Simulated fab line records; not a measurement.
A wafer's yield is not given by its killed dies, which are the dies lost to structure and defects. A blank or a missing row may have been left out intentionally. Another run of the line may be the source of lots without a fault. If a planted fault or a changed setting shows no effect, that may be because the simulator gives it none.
Problem report in the 8D (eight disciplines) form, filled by code + flow gf180mcu + the parts of the form that need people (team, actions taken, sign-off) are left out

## 1. WHAT WENT WRONG
Wafers without a fault read 21.01 C, standard deviation 0.11; developer_temp_C at GF_M1_DEVELOP_13 reads a mean of 21.96 C on 6 wafers belonging to 2 lots. That is +8.7 standard deviations from the usual mean.
The step: develop time 60 s.
First observed at day 23 06:31: wafer L283.3, on litho_track-02. At this step, 42 wafers from 14 lots have a number in the record. By rule, "out" or "out of limits" means more than 4 standard deviations away from the usual mean. All remaining wafers that have a number are taken as sound.

## 2. WHAT IT IS AND WHAT IT IS NOT
| question                    | is                     | is not                                                                 |
|-----------------------------|------------------------|------------------------------------------------------------------------|
| which readings at this step | developer_temp_C       | -                                                                      |
| which lots                  | L283, L284             | L267, L268, L269, L270, L271, L272, L274, L275, L276, L277, L278, L279 |
| which wafers of those lots  | all that have a number | -                                                                      |
| read on which tools         | litho_track-02         | litho_track-01, litho_track-04                                         |
| when                        | from day 23 06:31      | up to then (36 sound wafers)                                           |

## 3. THE SUSPECTS, EACH WITH WHAT RULES IT OUT
Counting: a tool at any process step up to the reading remains a suspect when it ran all the lots that are out and ran no sound lot after the first of those.
- pvd_sputter-03 at GF_CONTACT_SPUTTER_22 (material Ti, target thk 15 nm, time 80.02 s): kept. Every lot that is out went through it, starting with L283 (day 22 06:43), and after that it ran no sound lot; the last sound lot it ran before then is L279 (day 20 08:31).
- litho_track-02 at GF_M1_DEVELOP_13 (develop time 60 s): kept. Every lot that is out went through it, starting with L283 (day 23 06:31), and after that it ran no sound lot; the last sound lot it ran before then is L277 (day 21 01:55). Out on those wafers are its own readings of developer_temp_C.
Remaining after the count are pvd_sputter-03 at GF_CONTACT_SPUTTER_22 and litho_track-02 at GF_M1_DEVELOP_13.

## 4. THE CAUSE (what the simulator had put in)
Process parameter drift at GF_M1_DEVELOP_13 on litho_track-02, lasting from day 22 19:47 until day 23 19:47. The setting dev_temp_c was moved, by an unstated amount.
Of the 2 suspects that counting leaves, this tool is one.

## 5. THE CHAIN OF EFFECTS, in route order
Each row: a reading whose mean over the struck wafers that have a number lies more than 3 standard deviations from the usual. Only readings for which the record gives a usual standard deviation are gone through. hours: the time from each lot's start at the first step in this table that gives one to its start at this step, as a median over the lots. sigmas: the change in usual standard deviations.
| hours | step             | reading          | usual   | on struck wafers | change | sigmas |
|-------|------------------|------------------|---------|------------------|--------|--------|
| 0     | GF_M1_DEVELOP_13 | developer_temp_C | 21.01 C | 21.96            | +0.95  | +8.7   |
Its process steps:
- GF_M1_DEVELOP_13: develop time 60 s.

## 6. WHAT WOULD HAVE CAUGHT IT SOONER
The fault began at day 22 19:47; the first out-of-limits reading in this record came at day 23 06:31, 11 hours later.
